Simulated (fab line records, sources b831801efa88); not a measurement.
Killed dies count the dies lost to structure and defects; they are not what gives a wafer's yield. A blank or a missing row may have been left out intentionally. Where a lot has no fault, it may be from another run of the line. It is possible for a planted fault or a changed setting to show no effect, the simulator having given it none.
Problem report, 8D (eight disciplines) form, completed by code + flow gf180mcu + the parts of the form that need people (team, actions taken, sign-off) are left out

== 1. PROBLEM STATEMENT ==
Across 6 wafers from 2 lots, HV_LDD_TW at GF_HV_LDD_TW_MEAS_11 averages 2265, while fault-free wafers read 2425 with a standard deviation of 23. Relative to the usual mean, that is a shift of -7.0 standard deviations.
First seen on wafer L293.1, day 13 02:12, on film_metro-03. The record has a number at this step for 36 wafers belonging to 12 lots. Rule for "out", or "out of limits": more than 4 standard deviations from the usual mean. The rest of the wafers with a number are treated as sound.

== 2. WHAT IT IS, WHAT IT ISN'T ==
| question                    | is                           | is not                                                                                                  |
|-----------------------------|------------------------------|---------------------------------------------------------------------------------------------------------|
| which readings at this step | HV_LDD_TW                    | -                                                                                                       |
| which lots                  | L293, L295                   | L285, L286, L288, L298, L301, L302, L303, L304, L305, L306                                              |
| which wafers of those lots  | all that have a number       | -                                                                                                       |
| read on which gauges        | film_metro-01, film_metro-03 | film_metro-04                                                                                           |
| when                        | from day 13 02:12            | up to then (9 sound wafers); but 21 sound wafers of L298, L301, L302, L303, L304, L305, L306 came after |

== 3. THE SUSPECTS, EACH WITH WHAT RULES IT OUT ==
Counting: a tool stays on the suspect list if, at a process step up to the reading, it processed all lots that are out and no sound lot following the first of them.
- ruled out: the gauge at GF_HV_LDD_TW_MEAS_11. 2 gauges (film_metro-01, film_metro-03) read the wafers that are out.
- implanter-04 at GF_HV_LDD_IMPLANT_09: ruled out as a lasting fault. Following L293 (day 13 01:55), the first lot on it that is out, the sound lots L304 were run on it.
Left after counting: nothing in the record.

== 4. THE CAUSE (what the simulator had put in) ==
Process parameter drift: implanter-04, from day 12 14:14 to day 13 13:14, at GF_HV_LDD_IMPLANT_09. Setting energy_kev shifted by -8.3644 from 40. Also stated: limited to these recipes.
Counting ruled it out, wrongly: the rule takes a fault to strike every lot that its tool runs from its start on, and this one did not.

== 5. SEQUENCE OF EFFECTS, ordered by route ==
Rows list readings where the struck wafers' mean (over those with a number) sits beyond 3 standard deviations from the usual. Readings are gone through only where the record gives a usual standard deviation; hours: the median, over the lots, of the time from a lot's start at the first step in this table giving one to that lot's start at this step; sigmas: the change measured in usual standard deviations.
| hours | step                 | reading         | usual        | on struck wafers | change | sigmas      |
|-------|----------------------|-----------------|--------------|------------------|--------|-------------|
| 0     | GF_HV_LDD_IMPLANT_09 | beam_energy_keV | 40.001       | 31.638           | -8.363 | -99 or more |
| 0     | GF_HV_LDD_TW_MEAS_11 | HV_LDD_TW       | 2425         | 2265             | -160   | -7.0        |
| 65    | GF_HV_LDD_RS_MEAS_53 | HV_LDD_RS       | 418.0 ohm/sq | 423.4            | +5.4   | +5.8        |
Process steps it contains:
- GF_HV_LDD_IMPLANT_09

== 6. HOW IT WOULD HAVE BEEN CAUGHT EARLIER ==
In this record the first reading out of limits at a measuring or inspecting step was taken at day 13 02:12, 12 hours after the fault began at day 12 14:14.
The tool's own readings at GF_HV_LDD_IMPLANT_09 were out on every struck wafer that the step has a row for (beam_energy_keV): an alarm limit on them would have fired on the first of those.
